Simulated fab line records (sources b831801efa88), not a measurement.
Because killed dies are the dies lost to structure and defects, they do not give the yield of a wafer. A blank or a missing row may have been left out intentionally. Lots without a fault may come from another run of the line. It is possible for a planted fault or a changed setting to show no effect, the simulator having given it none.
8D (eight disciplines) problem report, filled in by code -- flow gf180mcu -- the parts of the form that need people (team, actions taken, sign-off) are left out

== 1. WHAT WENT WRONG ==
Mean PASSIVATION_CVD_02_THK at GF_PASSIVATION_THK_MEAS_03: 587 nm over 6 wafers in 2 lots; fault-free wafers: 700 nm, standard deviation 8.5. That puts it -13 standard deviations away from the usual mean.
First observed at day 33 11:47: wafer L749.1, on film metro-02. The record has a number at this step for 39 wafers belonging to 13 lots. By rule, "out" or "out of limits" means more than 4 standard deviations away from the usual mean. The other wafers with a number count as sound.

== 2. WHAT IT IS; WHAT IT IS NOT ==
question,is,is not
which readings at this step,PASSIVATION_CVD_02_THK,-
which lots,"L749, L751","L729, L730, L731, L732, L733, L736, L737, L741, L747, L750, L752"
which wafers of those lots,all that have a number,-
read on which gauges,"film metro-01, film metro-02",film metro-04
when,from day 33 11:47,"up to then (27 sound wafers); but 6 sound wafers of L750, L752 came after"

== 3. THE SUSPECTS, EACH WITH WHAT RULES IT OUT ==
Counting: a tool stays on the suspect list if, at a process step up to the reading, it processed all lots that are out and no sound lot following the first of them.
- ruled out: the gauge at GF_PASSIVATION_THK_MEAS_03. Those wafers that are out were read across 2 gauges (film metro-01, film metro-02).
- pecvd-04 at GF_PASSIVATION_CVD_02 (deposits Si3N4, target thk 700 nm, time 486.18 s): kept. Every lot that is out went through it, starting with L749 (day 33 11:30), and after that it ran no sound lot; the last sound lot it ran before then is L747 (day 33 04:43).
Remaining after the count: pecvd-04 at GF_PASSIVATION_CVD_02.

== 4. THE CAUSE (what the simulator had put in) ==
Site profile drift: pecvd-04, from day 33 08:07 on, at GF_PASSIVATION_CVD_02. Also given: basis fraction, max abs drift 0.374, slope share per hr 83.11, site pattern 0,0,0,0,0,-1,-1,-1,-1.
After counting, this tool was the only one left.

== 5. THE EFFECT CHAIN, in route order ==
One row per reading whose mean, taken over the struck wafers that have a number, lies over 3 standard deviations from the usual. Readings are gone through only where the record gives a usual standard deviation; hours: the median, over the lots, of the time from a lot's start at the first step in this table giving one to that lot's start at this step; sigmas: the change measured in usual standard deviations.
hours,step,reading,usual,on struck wafers,change,sigmas
0,GF_PASSIVATION_THK_MEAS_03,PASSIVATION_CVD_02_THK,700 nm,587,-113,-13

== 6. WHAT WOULD HAVE CAUGHT IT SOONER ==
Counted from the fault's start at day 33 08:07, it took 4 hours until the first out-of-limits reading at a measuring or inspecting step in this record, taken at day 33 11:47.
No tool reading at GF_PASSIVATION_CVD_02 that has a usual standard deviation in the record was out on any struck wafer, so an alarm limit of 4 standard deviations on those readings would not have fired.
Among the 2 lots that are out, L751 began GF_PASSIVATION_CVD_02 on pecvd-04 after day 33 11:47. Putting the tool on hold at that point would have spared it.
